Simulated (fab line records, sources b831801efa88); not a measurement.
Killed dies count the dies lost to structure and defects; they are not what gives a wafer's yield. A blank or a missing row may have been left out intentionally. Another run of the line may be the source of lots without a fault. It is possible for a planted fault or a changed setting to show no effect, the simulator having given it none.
fab line records    flow sky130
[record] lots = 6  wafers = 18  last-day = 49
route steps=708 shown POLY_CUT@310 SD_P@320 PAD_OPEN@708
lots with no fault: from the same line, run without faults
start-h: the number of hours between the record's first day and the start of the first shown wafer of the lot    wait-h: hours since the lot's step before    " identical to the entry in the row above    L1.1+2: several wafers, shown together as one row    - no value, or no start given    * or withheld: withheld    < > ~ a bound
route shown NAME@n: names a module that has steps shown in the file, with the first one's number in the route    usual: the fault-free wafers' mean and standard deviation    same: alike in all rows    chamber/n: place in a boat    sites: readings site by site    _std_site: their standard deviation    _edge_site: mean of outer sites minus mean of inner sites    radius-mm: for every site, how far away it sits from the centre of the wafer    mask NAME#n: copy n    behind: the tool/chamber that last shaped the wafer    hold: what put the lot on hold/how long, in hours/how the hold closed    device: the transistor (n, p or np) that didn't switch    end of line: the same wafers' tests at the end of the route    a step with no rows: only its recipe    killed: the dies lost at the first sort to structure and to defects; this is not the yield of the wafer    map: the dies of a wafer, with x for killed, . for not killed, _ for no die there
set.NAME: setting as actually run; set.NAME@STEP: the setting as run at that earlier step    model.NAME: the simulator's own value behind a step, which no gauge read
a table for each step, a row for each wafer; lots at some steps of the route
services: from which hour (start-h, from the record's first day; less than 0 if before it) a tool's chamber was out of use, for how many hours, and why
[[steps]]
[step SKY_POLY_CUT_COAT_03]
[recipe] resist = KrF-thick  spin-rpm = 3000  resist-thk-nm = 450
[step SKY_POLY_CUT_SOFTBAKE_04]
[recipe] temp-c = 100  time-s = 90  resist = KrF-thick
[step SKY_POLY_CUT_EXPOSE_05]
[recipe] mask-id = NPCM  na = 0.8  source-shape = annular  sigma-inner = 0.55  sigma-outer = 0.85  target-cd-nm = 270  dose-mj = 32
[step SKY_POLY_CUT_PEB_06]
[recipe] peb-temp-c = withheld  peb-time-s = withheld  resist = KrF-thick
[step SKY_POLY_CUT_DEVELOP_07]
[recipe] develop-time-s = 60  resist = KrF-thick  dev-temp-c = 21
[step SKY_POLY_CUT_CD_MEAS_08]
[recipe] target-cd-nm = 270
[usual] cd-nm = 270.1/1.5
lot.wafer  tool       chamber  start-h  wait-h  cd-nm
L565.2     cd-sem-02  -        573.68   -       271.5
L565.3     "          -        "        "       271.7
L565.4     "          -        "        "       270.5
L568.2     cd-sem-02  -        598.89   -       271.8
L568.3     "          -        "        "       272.6
L568.5     "          -        "        "       271.8
L569.2     cd-sem-01  -        606.85   -       273.5
L569.4     "          -        "        "       272.0
L569.6     "          -        "        "       272.6
L570.1     cd-sem-02  -        614.87   -       269.7
L570.2     "          -        "        "       269.7
L570.4     "          -        "        "       269.1
L583.3     cd-sem-02  -        723.17   -       269.1
L583.4     "          -        "        "       268.9
L583.5     "          -        "        "       267.7
L585.1     cd-sem-02  -        723.62   -       271.6
L585.3     "          -        "        "       272.1
L585.6     "          -        "        "       270.8
[step SKY_POLY_CUT_OVL_MEAS_09]
[usual] POLY_CUT_OVL = -1/4
lot.wafer  tool        chamber  start-h  wait-h  POLY_CUT_OVL[nm]
L565.2     overlay-02  -        573.78   0.1     -6
L565.3     "           -        "        "       -1
L565.4     "           -        "        "       -9
L568.2     overlay-01  -        598.99   0.1     3
L568.3     "           -        "        "       0
L568.5     "           -        "        "       -4
L569.2     overlay-01  -        606.95   0.1     -8
L569.4     "           -        "        "       -5
L569.6     "           -        "        "       -5
L570.1     overlay-01  -        614.99   0.1     1
L570.2     "           -        "        "       5
L570.4     "           -        "        "       -6
L583.3     overlay-01  -        723.26   0.1     -1
L583.4     "           -        "        "       -3
L583.5     "           -        "        "       0
L585.1     overlay-02  -        723.74   0.1     4
L585.3     "           -        "        "       0
L585.6     "           -        "        "       -1
[step SKY_POLY_CUT_ETCH_10]
[recipe] chemistry = N2/H2  target = BARC  ion-energy-ev = 200  source-w = 500  bias-w = 100  pressure-mtorr = 30  n2-flow-sccm = 100  h2-flow-sccm = 200  stop-on = SiO2  time-s = 45.9  target-depth-a = 600
[usual] drypump-motor-current-A = 5.9/0.49  oes-product-au = 0.856/0.0049  throttle-valve-pct = 13.225/0.0084
lot.wafer  tool         chamber  start-h  wait-h  drypump-motor-current-A  oes-product-au  rf-hours-counter-h  throttle-valve-pct
L565.2     rie-diel-01  1        573.81   0.0     5.6                      0.853           57                  13.219
L565.3     "            3        "        "       5.9                      0.859           7                   13.231
L565.4     "            0        "        "       6.1                      0.854           2                   13.217
L568.2     rie-diel-03  0        599.02   0.0     6.1                      0.849           15                  13.235
L568.3     "            3        "        "       5.9                      0.851           3                   13.223
L568.5     "            1        "        "       5.9                      0.849           -                   13.237
L569.2     rie-diel-01  1        606.98   0.0     5.6                      0.852           58                  13.221
L569.4     "            2        "        "       6.0                      0.858           2                   13.233
L569.6     "            0        "        "       6.1                      0.869           -                   13.225
L570.1     rie-diel-01  3        615.02   0.0     5.9                      0.852           8                   13.232
L570.2     "            2        "        "       6.0                      0.857           2                   13.234
L570.4     "            0        "        "       6.2                      0.856           3                   13.220
L583.3     rie-diel-01  1        723.31   0.0     5.6                      0.852           -                   13.241
L583.4     "            0        "        "       6.2                      0.862           -                   13.219
L583.5     "            1        "        "       5.6                      0.861           -                   13.223
L585.1     rie-diel-02  3        723.77   0.0     5.1                      0.858           7                   13.225
L585.3     "            0        "        "       6.7                      0.856           10                  13.238
L585.6     "            0        "        "       6.7                      0.869           -                   13.232
[step SKY_POLY_CUT_ETCH_11]
[recipe] target = Si3N4  chemistry = CF4/CH2F2/Ar  stop-on = poly-Si  source-w = 600  bias-w = 150  pressure-mtorr = 40  cf4-flow-sccm = 40  ch2f2-flow-sccm = 20  Ar_flow_sccm = 150  time-s = 42.5  target-depth-a = 600
[usual] drypump-motor-current-A = 5.9/0.49  oes-product-au = 0.828/0.0077  throttle-valve-pct = 14.995/0.009
lot.wafer  tool         chamber  start-h  wait-h  drypump-motor-current-A  oes-product-au  rf-hours-counter-h  throttle-valve-pct
L565.2     rie-diel-01  1        573.86   0.0     5.6                      0.831           57                  14.984
L565.3     "            3        "        "       5.9                      0.825           7                   14.994
L565.4     "            0        "        "       6.1                      0.821           2                   14.996
L568.2     rie-diel-03  0        599.06   0.0     6.0                      0.835           15                  14.988
L568.3     "            3        "        "       5.8                      0.833           3                   14.988
L568.5     "            1        "        "       5.9                      0.839           -                   14.994
L569.2     rie-diel-01  1        607.03   0.0     5.6                      0.841           58                  15.013
L569.4     "            2        "        "       6.0                      0.843           2                   14.998
L569.6     "            0        "        "       6.1                      0.841           -                   14.976
L570.1     rie-diel-01  3        615.06   0.0     5.9                      0.838           8                   15.001
L570.2     "            2        "        "       6.0                      0.827           2                   14.989
L570.4     "            0        "        "       6.1                      0.834           3                   15.009
L583.3     rie-diel-01  1        723.37   0.0     5.6                      0.838           -                   14.997
L583.4     "            0        "        "       6.1                      0.832           -                   15.018
L583.5     "            1        "        "       5.5                      0.819           -                   15.009
L585.1     rie-diel-02  3        723.81   0.0     5.0                      0.831           7                   14.985
L585.3     "            0        "        "       6.7                      0.839           10                  14.987
L585.6     "            0        "        "       6.7                      0.836           -                   14.992
[step SKY_POLY_CUT_STRIP_12]
[recipe] chemistry = O2/N2  power-w = 1400  pressure-mtorr = 1500  platen-temp-c = withheld  o2-flow-sccm = 3000  n2-flow-sccm = 300  overash-fraction = 0.5
[usual] drypump-motor-current-A = 5.51/0.22  oes-product-au = 0.453/0.005  strip-time-to-endpoint-s = 5.364/0.018
lot.wafer  tool             chamber  start-h  wait-h  drypump-motor-current-A  oes-product-au  rf-hours-counter-h  strip-time-to-endpoint-s
L565.2     plasma-asher-01  0        573.90   0.0     5.58                     0.453           47                  5.368
L565.3     "                0        "        "       5.56                     0.453           -                   5.382
L565.4     "                1        "        "       5.45                     0.451           -                   5.382
L568.2     plasma-asher-03  1        599.10   0.0     5.72                     0.458           76                  5.369
L568.3     "                0        "        "       5.24                     0.454           -                   5.344
L568.5     "                1        "        "       5.71                     0.456           -                   5.377
L569.2     plasma-asher-03  0        607.07   0.0     5.29                     0.454           76                  5.371
L569.4     "                1        "        "       5.77                     0.452           -                   5.329
L569.6     "                1        "        "       5.75                     0.453           -                   5.363
L570.1     plasma-asher-02  0        615.10   0.0     5.80                     0.456           89                  5.357
L570.2     "                1        "        "       5.24                     0.455           89                  5.331
L570.4     "                0        "        "       5.80                     0.454           -                   5.337
L583.3     plasma-asher-03  1        723.44   0.1     5.76                     0.455           -                   5.374
L583.4     "                0        "        "       5.30                     0.449           -                   5.389
L583.5     "                0        "        "       5.31                     0.447           -                   5.381
L585.1     plasma-asher-03  0        723.86   0.0     5.26                     0.453           89                  5.372
L585.3     "                1        "        "       5.74                     0.454           -                   5.367
L585.6     "                0        "        "       5.28                     0.449           -                   5.377
[step SKY_SD_P_DEHYDRATE_00]
[recipe] temp-c = 200  time-s = 60
[step SKY_SD_P_HMDS_01]
[recipe] prime-time-s = 60  prime-temp-c = 120
[step SKY_SD_P_COAT_02]
[recipe] resist = NOVOLAK  spin-rpm = 3000  resist-thk-nm = 1140
[usual] exhaust-pa = 45.0/0.85  resist-line-temp-C = 22.98/0.11
lot.wafer  tool            chamber  start-h  wait-h  exhaust-pa  resist-line-temp-C  model.NOVOLAK_of_SD_P_COAT_02.thk-nm
L565.2     litho-track-01  0        589.40   0.1     45.7        22.86               1142
L565.3     "               0        "        "       45.3        22.84               1143
L565.4     "               0        "        "       45.7        22.77               1145
L568.2     litho-track-02  0        613.48   0.1     44.6        23.04               1144
L568.3     "               0        "        "       44.7        22.91               1142
L568.5     "               0        "        "       45.3        22.85               1142
L569.2     litho-track-02  0        620.93   0.1     44.4        23.10               1180
L569.4     "               0        "        "       45.9        22.87               1176
L569.6     "               0        "        "       43.4        23.00               1178
L570.1     litho-track-02  0        629.16   0.1     44.0        23.02               1178
L570.2     "               0        "        "       45.2        23.01               1183
L570.4     "               0        "        "       43.5        22.88               1179
L583.3     litho-track-03  0        737.38   0.1     44.5        23.08               1136
L583.4     "               0        "        "       44.8        22.90               1138
L583.5     "               0        "        "       42.8        22.92               1137
L585.1     litho-track-02  0        737.41   0.1     44.3        23.02               1145
L585.3     "               0        "        "       45.7        22.93               1144
L585.6     "               0        "        "       45.7        22.88               1141
[step SKY_SD_P_SOFTBAKE_03]
[recipe] temp-c = 90  time-s = 60  resist = NOVOLAK
[step SKY_SD_P_EXPOSE_04]
[recipe] mask-id = PSDM  na = 0.6  source-shape = conventional  sigma-outer = 0.6  polarization = unpolarized  target-cd-nm = 380  dose-mj = 138
[step SKY_SD_P_PEB_05]
[recipe] temp-c = withheld  time-s = *  resist = NOVOLAK
[step SKY_SD_P_DEVELOP_06]
[recipe] resist = NOVOLAK  developer = TMAH  develop-time-s = 60  dev-temp-c = 23
[usual] exhaust-pa = 44.9/0.82  resist-line-temp-C = 23.03/0.1
lot.wafer  tool            chamber  start-h  wait-h  exhaust-pa  resist-line-temp-C  model.NOVOLAK_of_SD_P_COAT_02.thk-nm
L565.2     litho-track-01  0        604.60   0.1     44.4        23.14               1142
L565.3     "               0        "        "       44.0        23.00               1142
L565.4     "               0        "        "       45.0        23.07               1145
L568.2     litho-track-03  0        628.25   0.1     43.9        23.11               1144
L568.3     "               0        "        "       44.9        23.03               1142
L568.5     "               0        "        "       45.2        23.10               1142
L569.2     litho-track-03  0        635.45   0.1     44.9        22.98               1179
L569.4     "               0        "        "       45.0        22.89               1175
L569.6     "               0        "        "       45.9        22.75               1177
L570.1     litho-track-02  0        643.31   0.1     45.7        23.06               1178
L570.2     "               0        "        "       43.5        22.94               1182
L570.4     "               0        "        "       44.2        23.09               1179
L583.3     litho-track-01  0        750.88   0.1     42.1        23.26               1136
L583.4     "               0        "        "       44.1        23.17               1137
L583.5     "               0        "        "       43.1        23.26               1136
L585.1     litho-track-01  0        751.13   0.1     46.2        23.10               1145
L585.3     "               0        "        "       46.0        23.34               1143
L585.6     "               0        "        "       45.9        23.12               1141
[step SKY_SD_P_CD_MEAS_07]
[recipe] target-cd-nm = 380
[usual] cd-nm = 380.0/2.1
lot.wafer  tool       chamber  start-h  wait-h  cd-nm
L565.2     cd-sem-01  -        604.75   0.1     375.5
L565.3     "          -        "        "       378.3
L565.4     "          -        "        "       375.5
L568.2     cd-sem-01  -        628.40   0.1     379.9
L568.3     "          -        "        "       381.9
L568.5     "          -        "        "       383.0
L569.2     cd-sem-01  -        635.60   0.1     371.7
L569.4     "          -        "        "       373.3
L569.6     "          -        "        "       372.6
L570.1     cd-sem-01  -        643.46   0.1     376.8
L570.2     "          -        "        "       375.5
L570.4     "          -        "        "       374.7
L583.3     cd-sem-02  -        751.10   0.2     383.4
L583.4     "          -        "        "       379.2
L583.5     "          -        "        "       379.2
L585.1     cd-sem-02  -        751.30   0.1     379.9
L585.3     "          -        "        "       379.4
L585.6     "          -        "        "       381.0
[step SKY_SD_P_OVL_MEAS_08]
[usual] SD_P_OVL = -0.7/1.6
lot.wafer  tool        chamber  start-h  wait-h  SD_P_OVL[nm]
L565.2     overlay-01  -        604.85   0.1     -1.6
L565.3     "           -        "        "       -0.1
L565.4     "           -        "        "       -0.7
L568.2     overlay-02  -        628.51   0.1     -0.5
L568.3     "           -        "        "       -1.3
L568.5     "           -        "        "       -0.4
L569.2     overlay-02  -        635.71   0.1     1.6
L569.4     "           -        "        "       1.2
L569.6     "           -        "        "       1.1
L570.1     overlay-01  -        643.58   0.1     -1.8
L570.2     "           -        "        "       -1.2
L570.4     "           -        "        "       0.2
L583.3     overlay-01  -        751.19   0.1     -2.4
L583.4     "           -        "        "       -4.7
L583.5     "           -        "        "       -3.6
L585.1     overlay-02  -        751.42   0.1     0.1
L585.3     "           -        "        "       -0.7
L585.6     "           -        "        "       1.2
[step SKY_SD_P_IMPLANT_09]
[recipe] species = BF2  energy-kev = 20  dose-cm2 = 3e+15  tilt-deg = 0
[step SKY_SD_P_STRIP_10]
[recipe] chemistry = O2/N2  power-w = 1400  pressure-mtorr = 1500  platen-temp-c = withheld  o2-flow-sccm = 3000  n2-flow-sccm = 300  overash-fraction = 0.5
[usual] drypump-motor-current-A = 5.64/0.24  oes-product-au = 0.618/0.0049  strip-time-to-endpoint-s = 17.50/0.042
lot.wafer  tool             chamber  start-h  wait-h  drypump-motor-current-A  oes-product-au  rf-hours-counter-h  strip-time-to-endpoint-s
L565.2     plasma-asher-02  1        605.03   0.1     5.21                     0.627           88                  17.53
L565.3     "                0        "        "       5.78                     0.622           -                   17.53
L565.4     "                1        "        "       5.22                     0.617           -                   17.56
L568.2     plasma-asher-01  0        628.69   0.1     5.57                     0.608           53                  17.56
L568.3     "                0        "        "       5.55                     0.623           -                   17.52
L568.5     "                1        "        "       5.46                     0.615           -                   17.52
L569.2     plasma-asher-02  1        635.89   0.1     5.22                     0.613           91                  17.93
L569.4     "                1        "        "       5.23                     0.614           -                   17.89
L569.6     "                0        "        "       5.77                     0.618           -                   17.89
L570.1     plasma-asher-01  1        643.76   0.1     5.44                     0.621           54                  17.91
L570.2     "                0        "        "       5.56                     0.611           54                  17.97
L570.4     "                0        "        "       5.57                     0.615           -                   17.92
L583.3     plasma-asher-02  0        751.40   0.1     5.77                     0.613           -                   17.44
L583.4     "                1        "        "       5.24                     0.617           -                   17.47
L583.5     "                0        "        "       5.77                     0.621           -                   17.47
L585.1     plasma-asher-02  1        751.60   0.1     5.23                     0.625           1                   17.58
L585.3     "                0        "        "       5.78                     0.611           -                   17.55
L585.6     "                1        "        "       5.24                     0.616           -                   17.51
[step SKY_SD_P_TW_MEAS_11]
[usual] SD_P_TW = 2828/18
lot.wafer  tool           chamber  start-h  wait-h  SD_P_TW
L565.2     film-metro-01  -        605.14   0.1     2831
L565.3     "              -        "        "       2839
L565.4     "              -        "        "       2824
L568.2     film-metro-04  -        628.80   0.1     2824
L568.3     "              -        "        "       2813
L568.5     "              -        "        "       2813
L569.2     film-metro-03  -        636.00   0.1     2822
L569.4     "              -        "        "       2822
L569.6     "              -        "        "       2822
L570.1     film-metro-03  -        643.86   0.1     2806
L570.2     "              -        "        "       2803
L570.4     "              -        "        "       2817
L583.3     film-metro-04  -        751.48   0.1     2802
L583.4     "              -        "        "       2827
L583.5     "              -        "        "       2813
L585.1     film-metro-04  -        751.70   0.1     2809
L585.3     "              -        "        "       2813
L585.6     "              -        "        "       2821
[step SKY_PAD_OPEN_PROBE_99]
[usual] killed_at_M0_to_M3 = 42/7.5  killed_at_M4_up = 3.2/1.7  killed-at-contacts = 24/5.1  killed-at-front-end = 15/4.1  killed-at-other = 0.3/0.58  killed-dies = 85/8.9  killed-open = 46/6.4  killed-short = 39/6
[same] gross-dies = 492  killed-at-back-side = 0
lot.wafer  tool       chamber  start-h  wait-h  killed_at_M0_to_M3  killed_at_M4_up  killed-at-contacts  killed-at-front-end  killed-at-other  killed-dies  killed-open  killed-short
L565.2     prober-02  -        1086.64  0.1     40                  5                24                  18                   0                87           44           43
L565.3     prober-02  -        1086.69  0.2     37                  7                20                  12                   0                76           46           30
L565.4     prober-02  -        1086.74  0.2     30                  2                24                  16                   1                73           39           34
// killed by level:class
L565.2 VIA2:geometric-particle:open=9 CONTACT:geometric-particle:open=9 FIELD_ISO:geometric-particle:open=6 METAL2:geometric-particle:short=6 VIA3:geometric-particle:open=6 VIA2:geometric-particle:short=6 LOCAL_INTERCONNECT:geometric-particle:short=5 CONTACT:geometric-particle:short=5
L565.3 CONTACT:geometric-particle:open=14 VIA1:geometric-particle:open=12 FIELD_ISO:geometric-particle:open=5 METAL2:geometric-particle:short=5 VIA2:geometric-particle:open=5 METAL4:geometric-particle:short=5 FIELD_ISO:geometric-particle:short=4 VIA1:geometric-particle:short=4
L565.4 CONTACT:geometric-particle:open=11 FIELD_ISO:geometric-particle:open=7 LOCAL_INTERCONNECT:geometric-particle:short=7 VIA2:geometric-particle:open=7 VIA1:geometric-particle:open=5 METAL2:geometric-particle:short=4 FIELD_ISO:geometric-particle:short=3 POLY_GATE:geometric-particle:open=3
[[services]]
tool             chamber  start-h  hours  kind
rie-diel-02      3        552.51   2.4    repair
rie-diel-03      0        560.78   1.8    repair
rie-diel-01      2        563.10   4.2    repair
litho-track-02   -        576.37   -      consumable-replace:filter
rie-diel-02      -        626.60   7.8    repair
rie-diel-01      0        630.68   7.6    repair
rie-diel-01      0        659.57   14.6   repair
plasma-asher-01  -        666.92   6.6    repair
rie-diel-01      1        692.96   -      clean
rie-diel-01      1        692.96   18.7   scheduled-down
rie-diel-01      1        692.96   18.7   vent-cycle
rie-diel-01      2        719.34   4.0    repair
rie-diel-01      3        722.78   1.4    repair
rie-diel-03      0        731.74   13.9   repair
plasma-asher-02  -        732.05   2.8    pm
plasma-asher-02  -        734.80   9.0    pm
plasma-asher-02  0        734.80   9.0    vent-cycle
plasma-asher-02  1        734.80   9.0    vent-cycle
rie-diel-03      1        742.75   6.4    repair
plasma-asher-02  0        743.80   -      clean
plasma-asher-02  1        743.80   -      clean
[[key]]
[first-sign] step = SKY_SD_P_STRIP_10  reading = strip-time-to-endpoint-s  direction = up  sigmas = 10  usual = *  struck = *
effect none on later readings
[model-effect] step = SKY_SD_P_COAT_02  value = NOVOLAK_of_SD_P_COAT_02.thk-nm  without = 1145  struck = 1179
[model-effect] step = SKY_SD_P_DEVELOP_06  value = NOVOLAK_of_SD_P_COAT_02.thk-nm  without = 1144  struck = 1179
met-at SKY_SD_P_COAT_02
struck-wafers L569.2,L569.4,L569.6,L570.1,L570.2,L570.4
tester-left-out L569,L570
onset-between 613.48 620.93
[fault] kind = process-parameter-drift  tool = litho-track-02  chamber = -  onset-h = 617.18  steps = SKY_SD_P_COAT_02  channel = resist-thk-nm  offset = 34.214  shape = step  end-h = 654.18  acts-in = these-recipes-only  stated = 1140
// tester-left-out: of these lots the tester's yield and bins aren't shown, on N5 and GAA mostly nor the transistor test; their killed dies are dies lost to structure and defects alone, not to doping, threshold or leakage, so they don't give the yield
